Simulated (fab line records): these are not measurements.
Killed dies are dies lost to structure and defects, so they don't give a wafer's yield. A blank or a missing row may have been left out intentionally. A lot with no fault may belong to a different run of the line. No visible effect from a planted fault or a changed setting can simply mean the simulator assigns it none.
Which tool was responsible? || flow sky130 || 7 lots with 21 wafers sampled at 3 steps, on a route of 708 steps

## WHAT EACH GAUGE READ, for each wafer
SKY_PWDE_TW_MEAS_10.
{"lot": "L365", "measured": "day 4 04:10", "on": "film-metro-02", "PWDE_TW": "373.8 373.1 373.2"}
{"lot": "L371", "measured": "day 5 11:11", "on": "film-metro-04", "PWDE_TW": "376.3 377.9 374.9"}
{"lot": "L374", "measured": "day 6 04:11", "on": "film-metro-04", "PWDE_TW": "373.1 373.5 373.6"}
{"lot": "L376", "measured": "day 6 13:46", "on": "film-metro-04", "PWDE_TW": "373.9 374.5 373.3"}
{"lot": "L378", "measured": "day 7 01:14", "on": "film-metro-04", "PWDE_TW": "30.2 30.3 30.3"}
{"lot": "L380", "measured": "day 7 17:49", "on": "film-metro-02", "PWDE_TW": "372.2 371.9 372.7"}
{"lot": "L386", "measured": "day 9 03:34", "on": "film-metro-04", "PWDE_TW": "375.7 374.4 371.8"}

## WHAT TOOL EACH LOT RAN ON (gives the tool, then ch and the chambers of the sampled wafers, and finally the start)
{"lot": "L365", "SKY_DNWELL_STRIP_08": "plasma-asher-04 ch 0,1, day 3 11:34", "SKY_PWDE_STRIP_09": "plasma-asher-01 ch 0,1, day 4 04:04"}
{"lot": "L371", "SKY_DNWELL_STRIP_08": "plasma-asher-04 ch 0,1, day 4 17:33", "SKY_PWDE_STRIP_09": "plasma-asher-03 ch 0,1, day 5 11:05"}
{"lot": "L374", "SKY_DNWELL_STRIP_08": "plasma-asher-01 ch 0,1, day 5 08:49", "SKY_PWDE_STRIP_09": "plasma-asher-03 ch 0,1, day 6 04:05"}
{"lot": "L376", "SKY_DNWELL_STRIP_08": "plasma-asher-04 ch 0,1, day 5 18:34", "SKY_PWDE_STRIP_09": "plasma-asher-04 ch 0,1, day 6 13:40"}
{"lot": "L378", "SKY_DNWELL_STRIP_08": "plasma-asher-04 ch 0,1, day 6 06:40", "SKY_PWDE_STRIP_09": "plasma-asher-03 ch 0,1, day 7 01:08"}
{"lot": "L380", "SKY_DNWELL_STRIP_08": "plasma-asher-02 ch 0, day 6 22:08", "SKY_PWDE_STRIP_09": "plasma-asher-03 ch 0, day 7 17:43"}
{"lot": "L386", "SKY_DNWELL_STRIP_08": "plasma-asher-01 ch 0,1, day 8 05:47", "SKY_PWDE_STRIP_09": "plasma-asher-03 ch 0,1, day 9 03:28"}
- SKY_DNWELL_STRIP_08: strips in O2/N2.
- SKY_PWDE_STRIP_09: strips in O2/N2.

## THE ANSWER, worked out from the rows above alone
Rule: the usual values come from the lots themselves. The widest of any qualifying gaps counts: lots, ordered by their means at a reading, are off when they make up no more than a third of the lots, leave a main group of 4 or more, and stand apart from it by 3 or more times the standard deviation of that group's means. A main group whose means are all the same, to the digits that the tables above print for the reading, isn't used. A lot without any number at a reading at which 4 lots or more have one is off too. All remaining lots with rows at the step are treated as sound.
Off: at SKY_PWDE_TW_MEAS_10 (PWDE_TW), L378. The main group has a mean of 373.9 with a standard deviation of 1.2.
A tool fits if, at a process step before that reading, it ran every lot that is off, and no sound lot after the first of them. The gauges at SKY_PWDE_TW_MEAS_10 are tried like those tools. One fits: SKY_DNWELL_STRIP_08 on plasma-asher-04. Its last sound lot is L376 (day 5 18:34), its first lot that is off L378 (day 6 06:40): a fault that began between those two fits.

## WHAT WAS PUT IN BY THE SIMULATOR
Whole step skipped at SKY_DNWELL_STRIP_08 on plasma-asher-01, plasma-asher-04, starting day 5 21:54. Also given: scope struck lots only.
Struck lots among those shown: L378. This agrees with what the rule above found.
